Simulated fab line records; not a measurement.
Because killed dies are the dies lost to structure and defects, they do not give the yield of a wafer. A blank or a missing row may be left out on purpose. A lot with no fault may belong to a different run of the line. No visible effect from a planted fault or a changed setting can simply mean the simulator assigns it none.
Which tool was responsible?    flow gf180mcu    12 lots with 36 wafers sampled at 5 steps, on a route of 602 steps

## WHAT EACH GAUGE READ, for each wafer
GF_HV_LDD_CD_MEAS_19: the cd target is 400 nm.
lot   measured      on         cd-nm (nm)
L764  day 12 08:34  cd-sem-02  - - -
L765  day 12 21:43  cd-sem-01  - - -
L766  day 13 07:55  cd-sem-02  - - -
L768  day 13 17:02  cd-sem-01  400.0 399.6 399.1
L773  day 15 01:59  cd-sem-01  404.7 403.6 403.3
L772  day 15 02:05  cd-sem-02  399.8 399.3 399.6
L774  day 15 14:17  cd-sem-01  397.2 396.5 394.4
L775  day 15 21:01  cd-sem-02  398.9 399.7 403.0
L776  day 16 04:49  cd-sem-02  404.0 403.2 403.3
L778  day 17 00:53  cd-sem-01  397.4 400.6 399.1
L781  day 17 14:40  cd-sem-01  406.5 407.9 405.8
L782  day 18 01:15  cd-sem-01  406.0 403.8 406.3

GF_HV_LDD_TW_MEAS_38.
lot   measured      on             HV_LDD_3_TW
L764  day 13 04:56  film-metro-01  1569 1571 1575
L765  day 13 17:14  film-metro-03  1575 1575 1575
L766  day 14 04:56  film-metro-02  1601 1589 1587
L768  day 14 14:35  film-metro-03  1430 1422 1424
L773  day 15 22:49  film-metro-01  1431 1422 1428
L772  day 15 23:08  film-metro-03  1431 1423 1427
L774  day 16 13:41  film-metro-02  1456 1449 1447
L775  day 16 20:04  film-metro-02  1446 1446 1443
L776  day 17 04:08  film-metro-01  1421 1424 1430
L778  day 18 01:07  film-metro-02  1432 1434 1439
L781  day 18 14:55  film-metro-03  1424 1420 1426
L782  day 19 01:53  film-metro-03  1434 1428 1425

GF_HV_LDD_TW_MEAS_50.
lot   measured      on             HV_LDD_4_TW
L764  day 14 00:47  film-metro-03  1088 1090 1089
L765  day 14 14:08  film-metro-03  1092 1090 1094
L766  day 15 01:10  film-metro-02  1105 1110 1102
L768  day 15 11:31  film-metro-01  572 572 571
L773  day 16 20:59  film-metro-01  560 565 565
L772  day 16 21:28  film-metro-02  576 576 574
L774  day 17 12:05  film-metro-02  576 577 572
L775  day 17 19:16  film-metro-02  578 573 571
L776  day 18 02:48  film-metro-02  572 572 573
L778  day 19 01:08  film-metro-03  571 569 567
L781  day 19 15:23  film-metro-01  567 567 569
L782  day 20 02:29  film-metro-01  567 567 565

GF_PSD_CD_MEAS_07: the cd target is 400 nm.
lot   measured      on         cd-nm (nm)
L768  day 17 10:41  cd-sem-02  401.8 402.1 403.1
L773  day 19 00:36  cd-sem-01  401.0 400.4 399.3
L772  day 19 00:53  cd-sem-01  396.9 397.7 397.6
L774  day 19 14:37  cd-sem-01  401.3 402.0 400.9
L775  day 19 22:02  cd-sem-02  395.0 398.6 395.1
L776  day 20 08:59  cd-sem-02  400.4 402.9 401.3
L778  day 21 03:59  cd-sem-02  401.0 401.8 401.5
L781  day 21 19:16  cd-sem-02  396.9 398.5 398.6
L782  day 22 05:35  cd-sem-02  397.6 398.9 399.2

## WHAT TOOL EACH LOT RAN ON (gives the tool, then ch and the chambers of the sampled wafers, and finally the start)
lot   GF_HV_LDD_COAT_14
L764  litho-track-01, day 11 22:29
L765  litho-track-03, day 12 12:20
L766  litho-track-03, day 12 22:25
L768  litho-track-03 ch 0, day 13 07:29
L773  litho-track-03 ch 0, day 14 15:23
L772  litho-track-04 ch 0, day 14 15:34
L774  litho-track-03 ch 0, day 15 04:27
L775  litho-track-03 ch 0, day 15 10:30
L776  litho-track-01 ch 0, day 15 18:39
L778  litho-track-01 ch 0, day 16 13:26
L781  litho-track-01 ch 0, day 17 02:59
L782  litho-track-01 ch 0, day 17 13:33
- GF_HV_LDD_COAT_14: resist thk 1000 nm.

## AS READ BY THE TOOLS THEMSELVES (means over the sampled wafers that have a number; for cases with no such wafer, the mark the record gives instead)
GF_HV_LDD_COAT_14.
lot   tool            chill-plate-temp-C (C)  dispense-pressure-kPa (kPa)
L764  litho-track-01  -                       -
L765  litho-track-03  -                       -
L766  litho-track-03  -                       -
L768  litho-track-03  22.89                   54.2
L773  litho-track-03  23.03                   54.3
L772  litho-track-04  23.05                   53.2
L774  litho-track-03  22.97                   54.3
L775  litho-track-03  23.09                   54.3
L776  litho-track-01  22.90                   48.4
L778  litho-track-01  23.06                   48.4
L781  litho-track-01  22.96                   48.4
L782  litho-track-01  23.05                   48.4

## THE ANSWER, worked out from the rows above alone
Rule: the usual values come from the lots themselves. The widest of any qualifying gaps counts: lots, ordered by their means at a reading, are off when they make up no more than a third of the lots, leave a main group of 4 or more, and stand apart from it by 3 or more times the standard deviation of that group's means. A main group whose means are all the same, to the digits that the tables above print for the reading, isn't used. Also off: a lot with no number at a reading for which 4 or more lots have one. The other lots that the step has rows for count as sound. After the gauges, taken in route order, come the tools' own readings; for these a lot's mean is taken, as printed above. The first step at which some lot is off is used, and at that step the reading that is off furthest; a lot without a number counts as furthest.
Off, at GF_HV_LDD_CD_MEAS_19 on cd-nm: L764, L765, L766. Without a number there: L764, L765, L766. For the main group the mean is 401.6 nm and the standard deviation 3.3.
A tool fits if, at a process step before that reading, it ran every lot that is off, and no sound lot after the first of them. Not tried: the gauges at GF_HV_LDD_CD_MEAS_19; whatever is off there is also off at GF_HV_LDD_TW_MEAS_38, on other tools, and gauge error can't account for it. Not one of the candidates tried fits.

## WHAT THE SIMULATOR PUT IN
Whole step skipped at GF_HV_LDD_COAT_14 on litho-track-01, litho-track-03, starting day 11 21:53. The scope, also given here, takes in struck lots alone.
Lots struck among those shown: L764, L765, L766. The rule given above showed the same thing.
